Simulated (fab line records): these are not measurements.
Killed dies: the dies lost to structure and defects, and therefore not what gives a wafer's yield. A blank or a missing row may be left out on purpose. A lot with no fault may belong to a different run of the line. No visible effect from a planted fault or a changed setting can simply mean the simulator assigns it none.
Which tool was responsible?	flow sky130	15 lots, 45 wafers sampled, at 4 steps of a route of 708

== WHAT THE GAUGES READ, wafer by wafer ==
SKY_SONOS_TUNNEL_OVL_MEAS_08. Usual: for SONOS_TUNNEL_OVL the level is 0.4 nm and the standard deviation is 1.2.
lot	measured	on	SONOS_TUNNEL_OVL (nm)	flag
L126	day 11 09:28	overlay-01	-0.1 -0.8 -2.3	
L127	day 11 18:28	overlay-01	0.9 -1.1 0.6	
L128	day 12 03:17	overlay-01	-0.4 -2.1 0.0	
L129	day 12 08:19	overlay-02	1.7 1.0 0.5	
L131	day 13 04:07	overlay-01	1.8 0.8 0.8	
L132	day 13 11:01	overlay-02	-0.2 0.8 0.8	
L135	day 14 09:04	overlay-02	-0.6 -0.5 -1.7	
L136	day 14 22:00	overlay-02	0.6 -0.5 2.1	
L145	day 17 17:54	overlay-01	-2.0 1.0 1.5	
L146	day 18 04:24	overlay-02	2.5 2.9 1.0	
L147	day 18 04:37	overlay-02	0.8 0.0 0.5	
L149	day 18 19:33	overlay-02	1.9 0.6 0.7	

SKY_METAL2_THK_MEAS_06: measures by xrf. Usual: for METAL2_ALCU_THK the level is 243.2 nm and the standard deviation is 2.6.
lot	measured	on	METAL2_ALCU_THK (nm)	flag
L126	day 33 20:07	film_metro-04	245.9 245.2 243.6	
L127	day 34 08:37	film_metro-04	239.7 242.5 238.8	
L128	day 34 15:41	film_metro-03	239.7 240.9 241.3	
L129	day 34 21:43	film_metro-04	247.1 248.8 249.3	
L131	day 35 20:07	film_metro-04	245.3 242.1 245.0	
L132	day 35 23:01	film_metro-04	246.6 244.2 245.7	
L135	day 36 18:52	film_metro-03	243.6 243.2 242.0	
L136	day 37 12:58	film_metro-01	239.6 238.9 240.0	
L145	day 40 03:04	film_metro-01	240.5 244.5 241.6	
L146	day 40 05:31	film_metro-01	246.2 239.8 241.8	
L147	day 40 06:44	film_metro-04	243.7 244.4 240.8	
L149	day 40 16:07	film_metro-01	238.6 240.0 237.8	

== EACH LOT AND THE TOOL THAT RAN IT (in order: tool; ch and the chambers of the sampled wafers; start) ==
lot	SKY_FIELD_ISO_ETCH_15	SKY_FIELD_ISO_WET_ETCH_30
L126	rie_diel-04 ch 2,3, day 2 05:10	wet_bench-02 ch 0, day 2 10:48
L127	rie_diel-02 ch 1,3, day 2 09:30	wet_bench-02 ch 2, day 2 15:11
L128	rie_diel-02 ch 0,1,3, day 2 16:06	wet_bench-03 ch 0, day 2 23:12
L129	rie_diel-03 ch 1,2,3, day 2 19:56	wet_bench-04 ch 1, day 3 02:11
L131	rie_diel-03 ch 0,1,2, day 3 09:17	wet_bench-03 ch 1, day 3 15:54
L132	rie_diel-03 ch 0,2, day 3 12:42	wet_bench-04 ch 3, day 3 17:56
L135	rie_diel-02 ch 0,3, day 4 05:00	wet_bench-03 ch 2, day 4 09:58
L136	rie_diel-02 ch 0,1,3, day 4 10:15	wet_bench-02 ch 1, day 4 17:25
L142	rie_diel-02 ch 0,2, day 5 18:01	wet_bench-03 ch 0, day 5 22:13
L143	rie_diel-02 ch 1,2,3, day 6 02:21	wet_bench-04 ch 0, day 6 07:47
L144	rie_diel-03 ch 0,3, day 6 02:42	wet_bench-04 ch 2, day 6 07:47
L145	rie_diel-03 ch 0,2, day 6 08:54	wet_bench-04 ch 3, day 6 14:50
L146	rie_diel-04 ch 0,2,3, day 6 12:53	wet_bench-03 ch 3, day 6 20:08
L147	rie_diel-04 ch 0,1,3, day 6 17:44	wet_bench-03 ch 2, day 6 21:56
L149	rie_diel-02 ch 1,2,3, day 7 05:17	wet_bench-04 ch 0, day 7 09:32
- SKY_FIELD_ISO_ETCH_15: etches the open film in CHF3/O2, stops on Si, target depth 180 nm, time 72 s.
- SKY_FIELD_ISO_WET_ETCH_30: etches SiO2 in dHF, target depth 25 nm, time 50 s.

== AS READ BY THE TOOLS THEMSELVES (means over the sampled wafers that have a number; for cases with no such wafer, the mark the record gives instead) ==
SKY_FIELD_ISO_ETCH_15. Usual: O2_flow_sccm 5.001 sccm, standard deviation 0.015; bias_w 200.2 W, standard deviation 0.58; chamber_pressure_mTorr 40.00 mTorr, standard deviation 0.038; drypump_motor_current_A 5.7 A, standard deviation 0.35; oes_product_au 0.946 a.u., standard deviation 0.0071; throttle_valve_pct 8.844 %, standard deviation 0.0091.
lot	tool	O2_flow_sccm (sccm)	bias_w (W)	chamber_pressure_mTorr (mTorr)	drypump_motor_current_A (A)	oes_product_au (a.u.)	throttle_valve_pct (%)	flag
L126	rie_diel-04	5.008	200.0	40.01	5.3	0.957	8.836	
L127	rie_diel-02	5.005	200.9	39.98	6.0	0.943	8.843	
L128	rie_diel-02	5.006	200.4	40.01	6.0	0.949	8.840	
L129	rie_diel-03	4.995	200.3	40.00	5.5	0.940	8.846	
L131	rie_diel-03	5.004	200.0	40.00	5.7	0.946	8.849	
L132	rie_diel-03	4.983	200.2	40.00	5.5	0.954	8.852	
L135	rie_diel-02	5.011	200.6	40.02	6.0	0.945	8.853	
L136	rie_diel-02	5.003	200.1	40.00	6.0	0.934	8.845	
L142	rie_diel-02	5.002	200.1	40.03	6.0	0.940	8.843	
L143	rie_diel-02	5.001	200.0	40.02	6.0	0.943	8.841	
L144	rie_diel-03	5.003	200.1	39.98	5.8	0.958	8.849	
L145	rie_diel-03	4.989	200.2	40.03	5.5	0.946	8.842	
L146	rie_diel-04	4.999	200.1	40.00	5.3	0.945	8.848	
L147	rie_diel-04	5.000	199.8	39.98	5.4	0.946	8.843	
L149	rie_diel-02	5.004	200.3	40.00	6.1	0.945	8.839	

SKY_FIELD_ISO_WET_ETCH_30. Usual: bath_heat_duty_pct 6.6 %, standard deviation 0.7; run_length_s 79 s, standard deviation 3.4; temp_c 25.02 C, standard deviation 0.096.
lot	tool	bath_heat_duty_pct (%)	run_length_s (s)	temp_c (C)	flag
L126	wet_bench-02	6.8	83	25.02	
L127	wet_bench-02	5.7	84	25.03	
L128	wet_bench-03	6.0	75	25.09	
L129	wet_bench-04	7.0	82	25.01	
L131	wet_bench-03	6.2	75	25.03	
L132	wet_bench-04	5.5	81	25.04	
L135	wet_bench-03	7.0	82	25.07	
L136	wet_bench-02	6.3	83	25.03	
L142	wet_bench-03	-	-	-	OFF
L143	wet_bench-04	-	-	-	OFF
L144	wet_bench-04	-	-	-	OFF
L145	wet_bench-04	5.9	76	24.97	
L146	wet_bench-03	7.0	76	24.97	
L147	wet_bench-03	6.9	76	24.98	
L149	wet_bench-04	6.1	75	25.05	

== THE ANSWER, worked out from the rows above alone ==
Rule: lot off if the mean of its wafers having a number is beyond 3 standard deviations from the usual mean. Also off: a lot with no number at a reading for which 4 or more lots have one. Where the step has rows for the other lots, those lots are counted as sound. First the gauges in route order, then the tools' own readings, where a lot's mean is used as printed above. At the first step where some lot is off, the reading lying furthest off is the one used; lots without a number count as furthest.
Off at SKY_FIELD_ISO_WET_ETCH_30 (bath_heat_duty_pct): L142, L143, L144. Without a number there: L142, L143, L144.
If a tool, at that step or one of the process steps before it, ran each lot that is off and ran no sound lot following the first of them, it fits. Not one of the candidates tried fits.

== WHAT THE SIMULATOR HAD INSERTED ==
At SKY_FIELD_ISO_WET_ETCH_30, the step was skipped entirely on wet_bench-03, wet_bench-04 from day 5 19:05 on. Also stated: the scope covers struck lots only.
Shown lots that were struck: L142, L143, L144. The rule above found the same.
